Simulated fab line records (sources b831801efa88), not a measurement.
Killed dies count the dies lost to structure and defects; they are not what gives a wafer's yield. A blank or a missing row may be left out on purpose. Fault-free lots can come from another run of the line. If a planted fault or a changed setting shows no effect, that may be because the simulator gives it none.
Which tool is to blame? + flow sky130 + Sampling: 11 lots, 31 wafers, 2 of 708 route steps

WHAT EACH GAUGE READ, for each wafer
SKY_PASSIVATION_THK_MEAS_03.
| lot  | measured     | on            | PASSIVATION_CVD_02_THK (nm) |
|------|--------------|---------------|-----------------------------|
| L983 | day 43 19:31 | film-metro-04 | 535 547 547                 |
| L984 | day 44 11:26 | film-metro-04 | 554 544 553                 |
| L985 | day 44 15:59 | film-metro-04 | 537 546 547                 |
| L986 | day 44 19:20 | film-metro-02 | 537 544 543                 |
| L987 | day 44 23:08 | film-metro-02 | 534 535                     |
| L989 | day 45 16:17 | film-metro-04 | 540 540                     |
| L993 | day 46 12:55 | film-metro-02 | 533 535 548                 |
| L995 | day 46 21:34 | film-metro-02 | 537 529 539                 |
| L999 | day 48 03:23 | film-metro-04 | 549 549 551                 |
| L104 | day 49 02:36 | film-metro-02 | 542 547 550                 |
| L106 | day 49 12:11 | film-metro-04 | 533 551 549                 |

WHICH TOOL RAN EACH LOT (tool, then ch and the chambers of the sampled wafers, then the start)
| lot  | SKY_CAP2M_METAL_ETCH_13           |
|------|-----------------------------------|
| L983 | rie-metal-02 ch 1, day 40 17:19   |
| L984 | rie-metal-04 ch 0,1, day 41 09:33 |
| L985 | rie-metal-02 ch 0,1, day 41 12:47 |
| L986 | rie-metal-04 ch 0,1, day 41 17:51 |
| L987 | rie-metal-04 ch 0,1, day 41 21:54 |
| L989 | rie-metal-04 ch 0, day 42 14:31   |
| L993 | rie-metal-02 ch 0,1, day 43 13:58 |
| L995 | rie-metal-04 ch 0,1, day 43 23:31 |
| L999 | rie-metal-04 ch 0,1, day 45 09:26 |
| L104 | rie-metal-02 ch 0,1, day 46 12:34 |
| L106 | rie-metal-01 ch 1, day 46 22:55   |
- SKY_CAP2M_METAL_ETCH_13: etches TiN in Cl2/BCl3, stops on SiO2, target depth 220 nm, time 62.9 s.

THE ANSWER, worked out from the rows above alone
Rule: the usual values come from the lots themselves. Put in order of their means at a reading, lots are off if they are a third of the lots or fewer, leave a main group of 4 or more, and stand apart from it by a gap of 3 or more times the standard deviation of the main group's means; of several such gaps the widest counts. A main group whose means are all the same, to the digits that the tables above print for the reading, isn't used. A lot without any number at a reading at which 4 lots or more have one is off too. Any other lot the step has rows for is counted as sound.
No lot is off on any of the readings shown, so nothing can be concluded from this.

WHAT THE SIMULATOR HAD INSERTED
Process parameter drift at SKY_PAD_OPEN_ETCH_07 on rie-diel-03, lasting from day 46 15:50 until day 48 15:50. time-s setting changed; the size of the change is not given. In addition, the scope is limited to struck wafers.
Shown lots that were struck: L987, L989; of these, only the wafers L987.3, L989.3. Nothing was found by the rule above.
